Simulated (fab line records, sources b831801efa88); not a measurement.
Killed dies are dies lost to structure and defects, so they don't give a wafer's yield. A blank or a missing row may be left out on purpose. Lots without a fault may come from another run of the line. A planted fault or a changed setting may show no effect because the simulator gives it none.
One fault seen from 2 desks | flow gf180mcu | each desk has only its own numbers; what lay behind them comes last

THE METROLOGY DESK
What the gauges read, lot by lot, whatever tool the lot ran on: means of the sampled wafers that have a number. A lot is out of limits, marked OUT, if its mean lies more than 4 standard deviations from the usual mean; the brackets give that distance.
Columns: A = HV_LDD_3_TW at GF_HV_LDD_TW_MEAS_38, usual 1435; B = HV_LDD_03_OVL at GF_HV_LDD_OVL_MEAS_47, usual -1.6 nm
lot  | first seen here | A                    | B
L395 | day 11 14:01    | 1432                 | -0.9
L397 | day 12 05:51    | 1437                 | -2.0
L399 | day 12 19:10    | 1443                 | -1.8
L402 | day 13 20:51    | 1439                 | -0.4
L403 | day 14 07:19    | 1414                 | 0.8
L407 | day 15 13:54    | 1432                 | -1.3
L415 | day 18 07:44    | 1449                 | -1.5
L416 | day 18 15:20    | 30 (-99 or more) OUT | -
L417 | day 18 21:39    | 30 (-99 or more) OUT | -
L418 | day 19 01:26    | 1439                 | -2.8
This desk's finding: out of limits on L416, L417; first on L416, day 18 15:20 (HV_LDD_3_TW at GF_HV_LDD_TW_MEAS_38). In limits: L395, L397, L399, L402, L403, L407, L415, L418.

THE TOOL OWNER'S DESK: plasma_asher-04
The tool's own readings at GF_HV_LDD_STRIP_22 (strips in O2/N2): means of the sampled wafers that have a number, for each lot that ran on this tool. A lot is out of limits, marked OUT, if its mean lies more than 4 standard deviations from the usual mean; the brackets give that distance.
Columns: A = chamber_pressure_mTorr at GF_HV_LDD_STRIP_22, usual 1500.0 mTorr; B = drypump_motor_current_A at GF_HV_LDD_STRIP_22, usual 5.6 A; C = heater_power_w at GF_HV_LDD_STRIP_22, usual 325 W; D = oes_product_au at GF_HV_LDD_STRIP_22, usual 0.716 a.u.; E = platen_temp_c at GF_HV_LDD_STRIP_22, usual 250.03 C; F = strip_time_to_endpoint_s at GF_HV_LDD_STRIP_22, usual 12.62 s
lot  | first seen here | A      | B   | C   | D     | E      | F
L399 | day 11 23:38    | 1499.8 | 6.2 | 320 | 0.713 | 250.02 | 12.65
L403 | day 13 11:48    | 1500.6 | 6.0 | 349 | 0.715 | 250.03 | 12.65
L407 | day 14 15:53    | 1499.8 | 6.1 | 325 | 0.716 | 249.94 | 12.60
This desk's finding: nothing out of limits on any of the 3 lots.

PUT TOGETHER
The metrology desk could have raised an alarm at day 18 15:20, on L416, L417.
The tool owner's desk saw nothing out of limits.
The tool owner's desk has no number on record for L416, L417.
Of the lots named, all ran GF_HV_LDD_STRIP_22 on plasma_asher-04.

WHAT THE SIMULATOR HAD PUT IN
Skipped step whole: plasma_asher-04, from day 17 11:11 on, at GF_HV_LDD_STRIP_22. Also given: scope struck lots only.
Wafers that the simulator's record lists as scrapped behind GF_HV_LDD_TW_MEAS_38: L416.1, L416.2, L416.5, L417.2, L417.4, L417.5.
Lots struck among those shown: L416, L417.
Hours from the fault's start to each desk's first reading out of limits: the metrology desk, 28.
